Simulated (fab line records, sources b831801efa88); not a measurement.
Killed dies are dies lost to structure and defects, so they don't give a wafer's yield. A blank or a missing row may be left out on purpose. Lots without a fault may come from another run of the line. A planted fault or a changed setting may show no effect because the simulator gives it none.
Which tool did it? | flow gf180mcu | 14 lots, 42 wafers sampled, at 3 steps of a route of 602

WHAT THE GAUGES READ, wafer by wafer
GF_M1_THK_MEAS_06: measures by xrf.
lot  | measured     | on            | M1_ALCU_THK (nm)
L388 | day 15 20:47 | film_metro-01 | 448 451 450
L389 | day 16 00:07 | film_metro-01 | 462 458 456
L392 | day 17 02:40 | film_metro-01 | 450 452 448
L396 | day 19 03:03 | film_metro-03 | 453 451 445
L402 | day 21 15:58 | film_metro-03 | 452 451 449
L403 | day 22 10:52 | film_metro-01 | 459 464 462
L406 | day 23 01:43 | film_metro-01 | 443 441 442
L407 | day 23 10:58 | film_metro-01 | 453 447 446
L410 | day 23 22:49 | film_metro-03 | 456 457 464
L409 | day 24 03:02 | film_metro-02 | 463 456 463
L411 | day 24 14:57 | film_metro-01 | 459 455 463

GF_V3_OVL_MEAS_15.
lot  | measured     | on         | V3_OVL (nm)
L388 | day 21 23:11 | overlay-01 | 2 -2 -3
L389 | day 22 03:50 | overlay-01 | -10 -8 -2
L392 | day 23 07:51 | overlay-02 | -1 6 2
L396 | day 25 06:38 | overlay-01 | -6 -4 -2
L402 | day 27 11:26 | overlay-02 | -2 0 -4
L403 | day 28 04:32 | overlay-02 | 2 -1 1
L406 | day 28 14:17 | overlay-02 | -6 -7 -7
L407 | day 29 00:02 | overlay-02 | -8 2 1
L410 | day 29 09:23 | overlay-02 | 2 6 -1
L409 | day 29 12:03 | overlay-01 | -6 -13 -8
L411 | day 29 23:44 | overlay-01 | 4 2 4

WHICH TOOL RAN EACH LOT (tool, then ch and the chambers of the sampled wafers, then the start)
lot  | GF_VT_IMPLANT_STRIP_42
L388 | plasma_asher-02 ch 0,1, day 7 07:00
L389 | plasma_asher-02 ch 0,1, day 7 11:33
L392 | plasma_asher-03 ch 0,1, day 8 07:47
L393 | plasma_asher-02 ch 0,1, day 8 15:30
L394 | plasma_asher-04 ch 0,1, day 8 22:33
L395 | plasma_asher-03 ch 0,1, day 9 07:15
L396 | plasma_asher-04 ch 0,1, day 9 17:57
L402 | plasma_asher-02 ch 1, day 11 17:03
L403 | plasma_asher-04 ch 0,1, day 12 07:39
L406 | plasma_asher-04 ch 0,1, day 13 00:22
L407 | plasma_asher-02 ch 0,1, day 13 06:21
L410 | plasma_asher-02 ch 0,1, day 13 15:33
L409 | plasma_asher-03 ch 0,1, day 13 16:50
L411 | plasma_asher-03 ch 0,1, day 14 08:39
- GF_VT_IMPLANT_STRIP_42: strips in O2/N2.

WHAT THE TOOLS THEMSELVES READ (means of the sampled wafers that have a number; where no wafer has one, the mark that the record gives instead)
GF_VT_IMPLANT_STRIP_42.
lot  | tool            | chamber_pressure_mTorr (mTorr) | drypump_motor_current_A (A) | heater_power_w (W) | oes_product_au (a.u.) | strip_time_to_endpoint_s (s)
L388 | plasma_asher-02 | 1498.7                         | 5.3                         | 331                | 0.719                 | 12.65
L389 | plasma_asher-02 | 1501.3                         | 5.3                         | 339                | 0.715                 | 12.69
L392 | plasma_asher-03 | 1500.6                         | 5.9                         | 320                | 0.711                 | 12.61
L393 | plasma_asher-02 | -                              | -                           | -                  | -                     | -
L394 | plasma_asher-04 | -                              | -                           | -                  | -                     | -
L395 | plasma_asher-03 | -                              | -                           | -                  | -                     | -
L396 | plasma_asher-04 | 1500.7                         | 5.4                         | 350                | 0.712                 | 12.62
L402 | plasma_asher-02 | 1501.5                         | 5.6                         | 346                | 0.716                 | 12.64
L403 | plasma_asher-04 | 1500.6                         | 5.5                         | 327                | 0.716                 | 12.68
L406 | plasma_asher-04 | 1499.3                         | 5.4                         | 355                | 0.712                 | 12.61
L407 | plasma_asher-02 | 1499.1                         | 5.4                         | 335                | 0.717                 | 12.67
L410 | plasma_asher-02 | 1500.0                         | 5.3                         | 335                | 0.718                 | 12.66
L409 | plasma_asher-03 | 1501.0                         | 6.0                         | 350                | 0.717                 | 12.70
L411 | plasma_asher-03 | 1500.5                         | 6.0                         | 345                | 0.715                 | 12.63

THE ANSWER, worked out from the rows above alone
Rule: what is usual is taken from the lots themselves. Put in order of their means at a reading, lots are off if they are a third of the lots or fewer, leave a main group of 4 or more, and stand apart from it by a gap of 3 or more times the standard deviation of the main group's means; of several such gaps the widest counts. A main group whose means are all the same, to the digits that the tables above print for the reading, isn't used. A lot without any number at a reading at which 4 lots or more have one is off too. The other lots that the step has rows for count as sound. The gauges are gone through in route order, then the tools' own readings, and for those a lot's mean is taken as printed above. The first step at which some lot is off is used, and at that step the reading that is off furthest; a lot without a number counts as furthest.
Off: L393, L394, L395, at GF_VT_IMPLANT_STRIP_42 (chamber_pressure_mTorr). Without a number there: L393, L394, L395. The main group: mean 1500.3 mTorr, standard deviation 0.87.
A tool fits if, at that step or a process step before it, it ran every lot that is off, and no sound lot after the first of them. None of those tried fits.

WHAT THE SIMULATOR HAD PUT IN
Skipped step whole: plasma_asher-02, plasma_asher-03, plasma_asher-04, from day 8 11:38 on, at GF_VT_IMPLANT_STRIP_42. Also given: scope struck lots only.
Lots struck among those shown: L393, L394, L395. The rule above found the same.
